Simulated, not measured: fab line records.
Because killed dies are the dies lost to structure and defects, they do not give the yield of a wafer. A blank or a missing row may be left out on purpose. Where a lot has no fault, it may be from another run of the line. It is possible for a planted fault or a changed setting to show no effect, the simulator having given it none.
fab line records	flow sky130
[record] lots = 5	wafers = 14	lastDay = 49
route steps=708 shown METAL3@561 VIA3@573 PAD_OPEN@708
lots with no fault: from the same line, run without faults
startH: the number of hours between the record's first day and the start of the first shown wafer of the lot	waitH: hours since the lot's step before	" repeats the value in the row above	L1.1+2: a row that stands for several wafers	- value missing, or start not given	* or withheld: withheld	< > ~ a bound
route shown NAME@n: a module of which the file shows steps, and the number in the route of the first	usual: mean/standard deviation of fault-free wafers	same: alike in all rows	chamber/n: place in a boat	sites: the reading at each site	_std_site: standard deviation across them	_edge_site: outer sites' mean less inner sites'	radiusMm: for every site, how far away it sits from the centre of the wafer	mask NAME#n: copy n	behind: the most recent tool/chamber to have shaped the wafer	hold: why the lot was held/for how many hours/how that ended	device: the transistor (n, p or np) that didn't switch	end of line: the same wafers' tests at the end of the route	a step with no rows: only its recipe	killed: dies that structure and defects cost at the first sort, which is not the same as the wafer's yield	map: a wafer's dies, marking killed ones x, the rest . and places with no die _
set.NAME: setting as actually run; set.NAME@STEP: the setting as run at that earlier step	model.NAME: the simulator's own value behind a step, which no gauge read
lots at selected steps of the route; one table per step, one row per wafer
services: when a tool's chamber went out of use (startH, in hours from the record's first day, below 0 if earlier), for how many hours, and the reason
[[steps]]
[step SKY_METAL3_PEB_11]
[recipe] pebTempC = withheld	pebTimeS = withheld	resist = KrF-thick
[step SKY_METAL3_DEVELOP_12]
[recipe] developTimeS = 60	resist = KrF-thick	devTempC = 21
[step SKY_METAL3_CD_MEAS_13]
[recipe] targetCdNm = 300
[usual] cdNm = 299.8/1.6
lot.wafer	tool	chamber	startH	waitH	cdNm
L506.1	cdSem-01	-	906.09	-	301.1
L506.5	"	-	"	"	300.8
L506.6	"	-	"	"	301.3
L514.2	cdSem-02	-	961.38	-	299.5
L514.3	"	-	"	"	297.8
L514.4	"	-	"	"	298.9
L518.3	cdSem-01	-	992.53	-	297.7
L518.5	"	-	"	"	296.9
L524.1	cdSem-01	-	1034.51	-	301.3
L524.3	"	-	"	"	300.1
L524.5	"	-	"	"	301.5
L525.1	cdSem-02	-	1036.58	-	298.7
L525.4	"	-	"	"	297.6
L525.6	"	-	"	"	297.0
[step SKY_METAL3_OVL_MEAS_14]
[usual] METAL3_OVL = 1/5.4
lot.wafer	tool	chamber	startH	waitH	METAL3_OVL[nm]
L506.1	overlay-02	-	906.21	0.1	2
L506.5	"	-	"	"	4
L506.6	"	-	"	"	-2
L514.2	overlay-01	-	961.48	0.1	4
L514.3	"	-	"	"	0
L514.4	"	-	"	"	3
L518.3	overlay-02	-	992.62	0.1	4
L518.5	"	-	"	"	4
L524.1	overlay-02	-	1034.63	0.1	9
L524.3	"	-	"	"	1
L524.5	"	-	"	"	5
L525.1	overlay-02	-	1036.70	0.1	-3
L525.4	"	-	"	"	-1
L525.6	"	-	"	"	-2
[step SKY_METAL3_DESCUM_15]
[recipe] chemistry = O2	sourcePowerW = 150	biasPowerW = 0	pressureMtorr = 10	tempC = 40	timeS = 8
[usual] chamberPressureMTorr = 10.000/0.018	drypumpMotorCurrentA = 6.0/0.46	oesProductAu = 0.999/0.0076
[same] timeS = 8
lot.wafer	tool	chamber	startH	waitH	chamberPressureMTorr	drypumpMotorCurrentA	oesProductAu	rfHoursCounterH
L506.1	rieMetal-03	0	906.25	0.0	10.002	5.7	0.999	7
L506.5	"	0	"	"	9.988	5.7	0.992	-
L506.6	"	1	"	"	10.002	6.2	0.995	-
L514.2	rieMetal-04	0	961.52	0.0	10.005	6.5	0.995	-
L514.3	"	0	"	"	10.014	6.5	0.993	-
L514.4	"	0	"	"	9.996	6.5	0.994	-
L518.3	rieMetal-04	1	992.66	0.0	9.994	6.0	0.998	-
L518.5	"	0	"	"	10.009	6.5	1.003	-
L524.1	rieMetal-01	0	1034.66	0.0	10.011	4.9	0.989	16
L524.3	"	1	"	"	10.002	5.7	1.011	-
L524.5	"	1	"	"	10.011	5.7	1.002	-
L525.1	rieMetal-04	1	1036.73	0.0	10.010	6.0	1.010	14
L525.4	"	0	"	"	10.015	6.5	1.003	-
L525.6	"	0	"	"	9.999	6.5	1.004	-
[step SKY_METAL3_ETCH_16]
[recipe] chemistry = N2/H2	target = BARC	ionEnergyEv = 200	biasW = 100	pressureMtorr = 30	n2FlowSccm = 100	h2FlowSccm = 200	icpW = 500	stopOn = SiO2	timeS = 88.2	targetDepthA = 600
[usual] chamberPressureMTorr = 30.002/0.025	drypumpMotorCurrentA = 6.0/0.46	oesProductAu = 0.625/0.0042	throttleValvePct = 13.204/0.0082
[same] timeS = 88.2
lot.wafer	tool	chamber	startH	waitH	chamberPressureMTorr	drypumpMotorCurrentA	oesProductAu	rfHoursCounterH	throttleValvePct
L506.1	rieMetal-03	0	906.28	0.0	30.028	5.8	0.625	7	13.199
L506.5	"	0	"	"	29.979	5.7	0.625	-	13.203
L506.6	"	1	"	"	30.025	6.2	0.622	-	13.195
L514.2	rieMetal-04	0	961.61	0.1	30.017	6.5	0.624	-	13.198
L514.3	"	0	"	"	30.015	6.5	0.627	-	13.195
L514.4	"	0	"	"	30.023	6.5	0.624	-	13.190
L518.3	rieMetal-04	1	992.71	0.0	30.022	6.0	0.624	-	13.205
L518.5	"	0	"	"	29.983	6.6	0.628	-	13.203
L524.1	rieMetal-01	0	1034.69	0.0	29.968	4.9	0.621	16	13.209
L524.3	"	1	"	"	30.025	5.7	0.626	-	13.209
L524.5	"	1	"	"	30.006	5.8	0.625	-	13.205
L525.1	rieMetal-04	1	1036.77	0.0	30.011	6.0	0.632	15	13.220
L525.4	"	0	"	"	30.040	6.6	0.626	-	13.212
L525.6	"	0	"	"	30.060	6.5	0.626	-	13.199
[step SKY_METAL3_ETCH_17]
[recipe] target = SiO2	stopOn = TiN	chemistry = C4F8/O2/Ar	sourceW = 1500	biasW = 1200	pressureMtorr = 40	c4f8FlowSccm = withheld	O2_flow_sccm = 6	Ar_flow_sccm = 300	timeS = 3.9	targetDepthA = 150
[step SKY_METAL3_METAL_ETCH_18]
[recipe] targetDepthA = 8450	stopOn = SiO2	overEtchFrac = 0.3	timeS = 183.1	chemistry = Cl2/BCl3	resistSidewallDeg = 88	pressureMtorr = 10	icpW = 900	biasW = 48.5	Cl2_flow_sccm = 60	bcl3FlowSccm = 30
[usual] chamberPressureMTorr = 10.000/0.0081	drypumpMotorCurrentA = 5.7/0.52	oesProductAu = 0.865/0.0057	throttleValvePct = 22.264/0.0088
[same] timeS = 183.1
lot.wafer	tool	chamber	startH	waitH	chamberPressureMTorr	drypumpMotorCurrentA	oesProductAu	rfHoursCounterH	throttleValvePct
L506.1	rieMetal-01	0	906.39	0.0	10.012	4.9	0.868	8	22.262
L506.5	"	0	"	"	9.985	4.9	0.859	-	22.261
L506.6	"	1	"	"	10.004	5.7	0.867	-	22.269
L514.2	rieMetal-01	0	961.79	0.0	9.993	4.9	0.868	11	22.284
L514.3	"	1	"	"	9.996	5.7	0.867	-	22.265
L514.4	"	0	"	"	10.002	4.9	0.855	-	22.266
L518.3	rieMetal-01	0	992.85	0.1	10.001	4.9	0.864	-	22.285
L518.5	"	0	"	"	10.002	4.9	0.855	-	22.268
L524.1	rieMetal-04	1	1034.81	0.0	9.992	6.0	0.861	14	22.255
L524.3	"	1	"	"	10.003	6.0	0.870	-	22.265
L524.5	"	0	"	"	10.005	6.5	0.859	-	22.262
L525.1	rieMetal-03	0	1036.88	0.0	10.004	5.7	0.868	15	22.269
L525.4	"	1	"	"	9.989	6.2	0.870	-	22.271
L525.6	"	1	"	"	10.004	6.2	0.870	-	22.273
[step SKY_METAL3_STRIP_19]
[recipe] chemistry = O2/N2	powerW = 1400	pressureMtorr = 1500	platenTempC = withheld	o2FlowSccm = 3000	n2FlowSccm = 300	overashFraction = 0.5
[usual] chamberPressureMTorr = 1500.1/1.3	drypumpMotorCurrentA = 5.4/0.51	oesProductAu = 0.505/0.0048	stripTimeToEndpointS = 6.59/0.058
lot.wafer	tool	chamber	startH	waitH	chamberPressureMTorr	drypumpMotorCurrentA	oesProductAu	rfHoursCounterH	stripTimeToEndpointS
L506.1	plasmaAsher-01	1	906.57	0.1	1500.3	5.7	0.497	16	6.58
L506.5	"	0	"	"	1499.0	5.9	0.506	-	6.59
L506.6	"	1	"	"	1501.2	5.7	0.503	-	6.59
L514.2	plasmaAsher-02	0	961.97	0.1	1502.7	4.8	0.504	109	6.59
L514.3	"	0	"	"	1501.9	4.8	0.502	-	6.52
L514.4	"	1	"	"	1499.2	4.9	0.499	-	6.61
L518.3	plasmaAsher-03	0	993.01	0.1	1499.9	6.1	0.497	-	6.55
L518.5	"	0	"	"	1498.6	6.2	0.509	-	6.49
L524.1	plasmaAsher-01	0	1034.99	0.1	1498.4	5.9	0.496	29	6.48
L524.3	"	0	"	"	1500.8	5.8	0.508	-	6.52
L524.5	"	0	"	"	1500.1	5.9	0.504	-	6.54
L525.1	plasmaAsher-02	0	1037.06	0.1	1501.4	4.8	0.508	117	6.59
L525.4	"	0	"	"	1498.7	4.8	0.507	-	6.63
L525.6	"	1	"	"	1501.9	4.8	0.502	-	6.63
[step SKY_METAL3_STRIP_20]
[recipe] chemistry = postEtchResidueRemover	timeS = 1200	tempC = 72.5
[step SKY_METAL3_CLEAN_21]
[recipe] chemistry = IPA	timeS = 180	tempC = 25
[step SKY_METAL3_CLEAN_22]
[recipe] chemistry = O3/DIW	dry = n2Spin
[step SKY_VIA3_HDPCVD_00]
[recipe] material = SiO2	targetThkNm = 1635	sigmaOpenFrac = 0.3	timeS = 272.5	tempC = 400	sih4FlowSccm = 60	pressureMtorr = 6
[usual] runLengthS = 300.6/0.61
lot.wafer	tool	chamber	startH	waitH	runLengthS	model.SiO2_of_VIA3_HDPCVD_00.thkNm
L506.1	hdpcvd-02	0	907.16	0.0	299.8	1599
L506.5	"	0	"	"	300.7	1601
L506.6	"	1	"	"	300.2	1611
L514.2	hdpcvd-02	1	962.61	0.0	300.8	1613
L514.3	"	0	"	"	300.1	1638
L514.4	"	2	"	"	301.0	1626
L518.3	hdpcvd-02	0	993.66	0.0	242.4	1287
L518.5	"	1	"	"	242.5	1291
L524.1	hdpcvd-01	2	1035.63	0.0	302.0	1623
L524.3	"	1	"	"	299.9	1629
L524.5	"	1	"	"	299.9	1615
L525.1	hdpcvd-01	0	1038.14	0.0	301.0	1645
L525.4	"	2	"	"	301.3	1632
L525.6	"	0	"	"	301.4	1633
[step SKY_VIA3_THK_MEAS_01]
[recipe] reads = SiO2_of_VIA3_HDPCVD_00
[usual] VIA3_HDPCVD_THK = 1629/15
lot.wafer	tool	chamber	startH	waitH	VIA3_HDPCVD_THK[nm]
L506.1	filmMetro-04	-	907.33	0.1	1599
L506.5	"	-	"	"	1601
L506.6	"	-	"	"	1612
L514.2	filmMetro-02	-	962.78	0.1	1613
L514.3	"	-	"	"	1637
L514.4	"	-	"	"	1627
L518.3	filmMetro-02	-	993.85	0.1	1288
L518.5	"	-	"	"	1289
L524.1	filmMetro-03	-	1035.79	0.1	1622
L524.3	"	-	"	"	1629
L524.5	"	-	"	"	1615
L525.1	filmMetro-04	-	1038.31	0.1	1645
L525.4	"	-	"	"	1632
L525.6	"	-	"	"	1634
[step SKY_VIA3_CMP_02]
[recipe] material = SiO2	downForcePsi = 4	platenRpm = 60	padVelocityMS = 0.94248
[usual] motorCurrentA = 11.7/1.1	slurryFilterDpKPa = 13.50/0.14	slurryFlowMlMin = 149.9/0.43
lot.wafer	tool	chamber	startH	waitH	motorCurrentA	slurryFilterDpKPa	slurryFlowMlMin
L506.1	cmp-02	1	907.54	0.2	14.0	13.59	149.8
L506.6	"	2	"	"	11.7	13.69	149.5
L506.5	"	3	"	"	11.5	13.56	149.3
L514.4	cmp-01	1	962.83	0.0	11.7	13.65	149.6
L514.2	"	3	"	"	11.7	13.52	150.0
L514.3	"	0	"	"	12.6	13.30	150.2
L518.3	cmp-01	1	994.04	0.2	11.3	13.64	150.1
L518.5	"	2	"	"	10.6	13.43	150.3
L524.1	cmp-01	0	1035.90	0.1	12.9	13.26	150.1
L524.3	"	1	"	"	11.2	13.47	150.5
L524.5	"	0	"	"	13.3	13.61	149.7
L525.1	cmp-01	1	1038.42	0.1	11.1	13.49	150.3
L525.4	"	3	"	"	11.3	13.43	150.5
L525.6	"	0	"	"	13.8	13.33	150.2
[step SKY_PAD_OPEN_PROBE_99]
[usual] defectLimitedYield = 82.4/1.9	killed_at_M0_to_M3 = 43/7.5	killed_at_M4_up = 3.3/1.9	killedAtContacts = 24/4.6	killedAtFrontEnd = 16/4.9	killedAtOther = 0.2/0.46	killedDies = 87/9.1	killedOpen = 47/7.4	killedShort = 39/6.6	sort_bin_3_pad_short = 0.9/0.43	sort_bin_5_function = 10.3/1.4	sort_bin_6_memory = 6.4/1.1	sortNPass = 405/9.1	sortYieldPct = 82.4/1.9
[same] grossDies = 492	killedAtBackSide = 0	sort_bin_4_leakage[%] = 0	sort_bin_8_speed[%] = 0
lot.wafer	tool	chamber	startH	waitH	defectLimitedYield[%]	killed_at_M0_to_M3	killed_at_M4_up	killedAtContacts	killedAtFrontEnd	killedAtOther	killedDies	killedOpen	killedShort	sort_bin_3_pad_short[%]	sort_bin_5_function[%]	sort_bin_6_memory[%]	sortNPass	sortYieldPct[%]
L506.1	prober-02	-	1078.93	0.1	83.3	37	0	21	24	0	82	42	40	0.8	9.8	6.1	410	83.3
L506.5	prober-02	-	1079.13	0.2	82.1	50	3	27	8	0	88	46	42	0.6	10.4	6.9	404	82.1
L506.6	prober-02	-	1079.18	0.2	82.5	39	2	24	20	1	86	45	41	1.6	9.6	6.3	406	82.5
L514.2	prober-01	-	1125.70	0.1	84.8	39	4	23	9	0	75	39	36	0.6	8.7	5.9	417	84.8
L514.3	prober-01	-	1125.75	0.2	82.1	41	5	27	14	1	88	47	41	1.0	10.2	6.7	404	82.1
L514.4	prober-01	-	1125.80	0.2	85.2	43	2	10	18	0	73	42	31	0.6	9.1	5.1	419	85.2
L518.5	prober-01	-	1152.07	0.2	85.4	37	3	17	15	0	72	38	34	1.2	6.3	7.1	420	85.4
// killed by level:class
L506.1 VIA1:geometricParticle:open=11 FIELD_ISO:geometricParticle:short=10 LI_CONTACT:geometricParticle:open=8 POLY_GATE:geometricParticle:open=5 CONTACT:geometricParticle:open=5 FIELD_ISO:geometricParticle:open=4 VIA1:geometricParticle:short=4 CONTACT:geometricParticle:short=4
L506.5 CONTACT:geometricParticle:open=13 VIA1:geometricParticle:open=9 METAL2:geometricParticle:short=8 VIA3:geometricParticle:short=6 VIA3:geometricParticle:open=6 VIA2:geometricParticle:short=6 LI_CONTACT:geometricParticle:open=5 CONTACT:geometricParticle:short=5
L506.6 CONTACT:geometricParticle:open=11 FIELD_ISO:geometricParticle:open=8 METAL1:geometricParticle:short=8 VIA1:geometricParticle:short=7 VIA2:geometricParticle:open=6 LI_CONTACT:geometricParticle:open=5 METAL2:geometricParticle:short=5 VIA3:geometricParticle:open=5
L514.2 CONTACT:geometricParticle:open=8 VIA1:geometricParticle:open=7 VIA3:geometricParticle:open=7 LI_CONTACT:geometricParticle:open=5 METAL1:geometricParticle:short=5 LOCAL_INTERCONNECT:geometricParticle:short=4 CONTACT:geometricParticle:short=4 VIA1:geometricParticle:short=4
L514.3 VIA1:geometricParticle:open=9 CONTACT:geometricParticle:open=8 VIA2:geometricParticle:open=7 LI_CONTACT:geometricParticle:open=7 LOCAL_INTERCONNECT:geometricParticle:short=6 METAL1:geometricParticle:short=6 FIELD_ISO:geometricParticle:open=5 METAL4:geometricParticle:short=5
L514.4 VIA2:geometricParticle:open=11 VIA1:geometricParticle:open=10 METAL2:geometricParticle:short=8 FIELD_ISO:geometricParticle:open=5 LI_CONTACT:geometricParticle:open=4 FIELD_ISO:geometricParticle:short=3 POLY_GATE:geometricParticle:short=3 LI_CONTACT:geometricParticle:short=3
L518.5 VIA1:geometricParticle:open=10 CONTACT:geometricParticle:open=9 VIA1:geometricParticle:short=7 METAL1:geometricParticle:short=5 VIA3:geometricParticle:short=4 METAL3:geometricParticle:short=4 VIA3:geometricParticle:open=4 FIELD_ISO:geometricParticle:open=3
[[services]]
tool	chamber	startH	hours	kind
rieMetal-01	-	883.99	6.0	repair
rieMetal-04	0	893.01	4.3	repair
cmp-01	-	907.23	0.8	repair
cmp-01	-	912.00	4.0	pm
cmp-01	-	916.00	-	consumableReplace:conditioner
cmp-01	-	916.00	-	consumableReplace:pad
hdpcvd-01	2	919.96	15.2	repair
rieMetal-04	-	928.31	0.4	repair
hdpcvd-02	-	931.67	0.5	repair
hdpcvd-01	-	950.25	15.0	pm
rieMetal-04	1	953.63	8.5	repair
plasmaAsher-01	-	964.92	2.0	repair
cmp-02	-	987.43	0.3	repair
cmp-01	-	989.73	1.1	repair
hdpcvd-02	-	994.23	1.6	repair
rieMetal-04	-	1006.17	2.8	pm
cmp-02	-	1018.07	1.2	repair
hdpcvd-01	0	1018.45	5.3	repair
plasmaAsher-01	-	1018.81	2.8	pm
cmp-02	-	1022.31	6.0	repair
hdpcvd-01	-	1034.21	1.4	repair
cmp-01	-	1035.27	0.4	repair
plasmaAsher-03	-	1035.68	1.2	repair
rieMetal-03	-	1038.52	28.1	pm
[[key]]
[firstSign] step = SKY_VIA3_HDPCVD_00	reading = runLengthS	direction = down	sigmas = 95	usual = *	struck = *
[effect] step = SKY_VIA3_THK_MEAS_01	reading = VIA3_HDPCVD_THK	direction = down	sigmas = 22	usual = 1629	struck = 1288
[modelEffect] step = SKY_VIA3_HDPCVD_00	value = SiO2_of_VIA3_HDPCVD_00.thkNm	without = 1636	struck = 1289
metAt SKY_VIA3_HDPCVD_00
struckWafers L518.3,L518.5
onsetBetween 962.61 993.66
[fault] kind = processParameterDrift	tool = hdpcvd-02	chamber = -	onsetH = 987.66	steps = SKY_VIA3_HDPCVD_00	channel = timeS	offset = *	shape = step	endH = 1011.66	scope = struckWafersOnly	actsIn = *	stated = *
